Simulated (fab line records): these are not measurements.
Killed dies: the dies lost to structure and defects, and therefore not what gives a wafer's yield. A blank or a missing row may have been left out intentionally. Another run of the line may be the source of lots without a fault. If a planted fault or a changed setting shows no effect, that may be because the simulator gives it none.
A single fault, viewed from 2 desks -- flow sky130 -- every desk sees just its own numbers, and what lay behind them comes last

THE METROLOGY DESK
What the gauges read for every lot (on any tool): the sampled wafers with a number, averaged. If a lot's mean is further than 4 standard deviations from the usual mean, the lot is out of limits and carries the mark OUT (the distance appears in the brackets).
Columns: A = NWELL_OXIDATION_THK at SKY_NWELL_THK_MEAS_02, usual 9.97 nm; B = VT_ADJUST_PCH_TW at SKY_VT_ADJUST_PCH_TW_MEAS_10, usual 143.5; C = LI_CONTACT_OVL at SKY_LI_CONTACT_OVL_MEAS_13, usual -2 nm
lot,first seen here,A,B,C
L752,day 2 14:02,9.90,143.1,-6
L754,day 2 23:36,9.98,142.9,-0
L755,day 3 06:14,9.61,142.7,0
L756,day 3 10:27,9.90,144.9,-1
L757,day 3 15:16,10.28,142.6,2
L759,day 4 05:14,10.04,143.4,2
L763,day 5 05:26,9.99,143.1,-2
L761,day 5 05:27,10.28,144.4,-1
L771,day 6 18:46,9.97,137.6 (-7.9) OUT,-2
L772,day 6 23:11,9.82,138.0 (-7.3) OUT,4
L774,day 7 09:02,10.14,143.9,1
L775,day 7 13:59,10.22,143.7,-7
Finding of this desk: L771, L772 out of limits, first seen on L771 at day 16 12:38 (VT_ADJUST_PCH_TW at SKY_VT_ADJUST_PCH_TW_MEAS_10). L752, L754, L755, L756, L757, L759, L763, L761, L774, L775: within limits.

AT THE TOOL OWNER'S DESK: implanter-02
SKY_VT_ADJUST_PCH_IMPLANT_08, tool's own readings: per-lot mean of the sampled wafers with a number, covering each lot this tool ran. If a lot's mean is further than 4 standard deviations from the usual mean, the lot is out of limits and carries the mark OUT (the distance appears in the brackets).
Columns: A = dose_ions_cm2 at SKY_VT_ADJUST_PCH_IMPLANT_08, usual 5e+11; B = faraday_current_uA at SKY_VT_ADJUST_PCH_IMPLANT_08, usual 2.83
lot,first seen here,A,B
L754,day 10 22:49,5e+11,2.81
L756,day 11 09:22,5e+11,2.83
L759,day 12 11:28,5e+11,2.88
L761,day 14 03:08,5e+11,2.86
L771,day 16 12:23,4e+11 (-99 or more) OUT,2.38 (-8.8) OUT
L772,day 16 21:59,4e+11 (-99 or more) OUT,2.41 (-8.3) OUT
This desk finds L771, L772 out of limits, L771 being first, at day 16 12:23 (dose_ions_cm2 at SKY_VT_ADJUST_PCH_IMPLANT_08). L754, L756, L759, L761: within limits.

PUT TOGETHER
On L771, L772, at day 16 12:23, an alarm was possible from the tool owner's desk.
An alarm was possible from the metrology desk at day 16 12:38, on L771, L772.
All the named lots went through SKY_VT_ADJUST_PCH_IMPLANT_08 on implanter-02.

WHAT THE SIMULATOR HAD PUT IN
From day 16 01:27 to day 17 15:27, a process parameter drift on implanter-02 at SKY_VT_ADJUST_PCH_IMPLANT_08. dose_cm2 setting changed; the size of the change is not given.
Shown lots that were struck: L771, L772.
Hours from the fault's start to each desk's first reading out of limits: the tool owner's desk, 11; the metrology desk, 11.
